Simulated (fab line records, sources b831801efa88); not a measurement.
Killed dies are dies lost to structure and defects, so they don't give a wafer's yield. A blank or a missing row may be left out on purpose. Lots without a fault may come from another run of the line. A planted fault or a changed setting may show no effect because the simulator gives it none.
Which tool did it? | flow sky130 | 10 lots, 30 wafers sampled, at 3 steps of a route of 708

WHAT THE GAUGES READ, wafer by wafer
SKY_SD_N_OVL_MEAS_08. Usual: SD_N_OVL 0.2 nm, standard deviation 1.1.
lot  | measured     | on         | SD_N_OVL (nm)  | flag
L580 | day 29 23:26 | overlay-02 | -0.9 -1.3 1.1  |
L579 | day 30 06:13 | overlay-01 | 0.6 1.0 0.4    |
L582 | day 32 13:40 | overlay-01 | 1.8 1.5 1.6    |
L586 | day 32 16:04 | overlay-02 | 1.2 2.3 0.8    |
L581 | day 32 17:31 | overlay-02 | -0.7 -0.9 0.4  |
L587 | day 32 19:30 | overlay-01 | 0.2 -0.6 0.2   |
L589 | day 32 20:06 | overlay-02 | -1.1 0.2 0.1   |
L594 | day 34 02:09 | overlay-02 | 0.4 1.1 0.9    |
L597 | day 35 01:19 | overlay-01 | -1.8 -0.8 -1.5 |
L598 | day 35 05:10 | overlay-01 | -0.2 0.3 -0.7  |

WHICH TOOL RAN EACH LOT (tool, then ch and the chambers of the sampled wafers, then the start)
lot  | SKY_POLY_CUT_STRIP_12                | SKY_RES_XHIGH_STRIP_08
L580 | plasma_asher-03 ch 0,1, day 26 10:07 | plasma_asher-03 ch 0,1, day 28 19:32
L579 | plasma_asher-04 ch 0,1, day 26 17:03 | plasma_asher-01 ch 0,1, day 29 01:38
L582 | plasma_asher-03 ch 0,1, day 29 02:50 | plasma_asher-01 ch 0,1, day 31 11:05
L586 | plasma_asher-03 ch 0,1, day 29 06:54 | plasma_asher-01 ch 0,1, day 31 14:16
L581 | plasma_asher-04 ch 0,1, day 29 07:14 | plasma_asher-03 ch 0,1, day 31 14:59
L587 | plasma_asher-03 ch 0,1, day 29 08:28 | plasma_asher-03 ch 0,1, day 31 16:29
L589 | plasma_asher-03 ch 0,1, day 29 08:38 | plasma_asher-03 ch 0,1, day 31 17:08
L594 | plasma_asher-01 ch 0,1, day 30 19:49 | plasma_asher-03 ch 0,1, day 33 00:11
L597 | plasma_asher-03 ch 0,1, day 31 17:37 | plasma_asher-01 ch 0,1, day 33 22:29
L598 | plasma_asher-03 ch 0,1, day 31 21:55 | plasma_asher-01 ch 0,1, day 34 02:21
- SKY_POLY_CUT_STRIP_12: strips in O2/N2.
- SKY_RES_XHIGH_STRIP_08: strips in O2/N2.

WHAT THE TOOLS THEMSELVES READ (means of the sampled wafers that have a number; where no wafer has one, the mark that the record gives instead)
SKY_POLY_CUT_STRIP_12. Usual: drypump_motor_current_A 5.86 A, standard deviation 0.25; oes_product_au 0.453 a.u., standard deviation 0.0043; strip_time_to_endpoint_s 5.359 s, standard deviation 0.015.
lot  | tool            | drypump_motor_current_A (A) | oes_product_au (a.u.) | strip_time_to_endpoint_s (s) | flag
L580 | plasma_asher-03 | 5.91                        | 0.451                 | 5.357                        |
L579 | plasma_asher-04 | 5.76                        | 0.453                 | 5.365                        |
L582 | plasma_asher-03 | 5.80                        | 0.458                 | 5.373                        |
L586 | plasma_asher-03 | 5.82                        | 0.450                 | 5.356                        |
L581 | plasma_asher-04 | 5.98                        | 0.452                 | 5.374                        |
L587 | plasma_asher-03 | 5.96                        | 0.449                 | 5.355                        |
L589 | plasma_asher-03 | 5.96                        | 0.453                 | 5.365                        |
L594 | plasma_asher-01 | 5.90                        | 0.449                 | 5.359                        |
L597 | plasma_asher-03 | 5.80                        | 0.454                 | 5.353                        |
L598 | plasma_asher-03 | 5.93                        | 0.454                 | 5.350                        |

SKY_RES_XHIGH_STRIP_08. Usual: drypump_motor_current_A 5.8 A, standard deviation 0.33; oes_product_au 0.710 a.u., standard deviation 0.0051; strip_time_to_endpoint_s 14.27 s, standard deviation 0.038.
lot  | tool            | drypump_motor_current_A (A) | oes_product_au (a.u.) | strip_time_to_endpoint_s (s) | flag
L580 | plasma_asher-03 | 5.8                         | 0.712                 | 14.27                        |
L579 | plasma_asher-01 | 5.7                         | 0.705                 | 14.25                        |
L582 | plasma_asher-01 | 5.8                         | 0.707                 | 14.30                        |
L586 | plasma_asher-01 | 5.9                         | 0.712                 | 14.22                        |
L581 | plasma_asher-03 | 6.0                         | 0.710                 | 14.27                        |
L587 | plasma_asher-03 | 6.0                         | 0.710                 | 14.28                        |
L589 | plasma_asher-03 | 5.8                         | 0.715                 | 14.22                        |
L594 | plasma_asher-03 | 5.8                         | 0.708                 | 14.26                        |
L597 | plasma_asher-01 | 6.0                         | 0.707                 | 14.28                        |
L598 | plasma_asher-01 | 5.8                         | 0.708                 | 14.25                        |

THE ANSWER, worked out from the rows above alone
Rule: a lot is off if the mean of its wafers that have a number lies more than 3 standard deviations from the usual mean. A lot without any number at a reading at which 4 lots or more have one is off too. The other lots that the step has rows for count as sound. The gauges are gone through in route order, then the tools' own readings, and for those a lot's mean is taken as printed above. The first step at which some lot is off is used, and at that step the reading that is off furthest; a lot without a number counts as furthest.
No lot is off at any reading shown: from this, nothing can be told.

WHAT THE SIMULATOR HAD PUT IN
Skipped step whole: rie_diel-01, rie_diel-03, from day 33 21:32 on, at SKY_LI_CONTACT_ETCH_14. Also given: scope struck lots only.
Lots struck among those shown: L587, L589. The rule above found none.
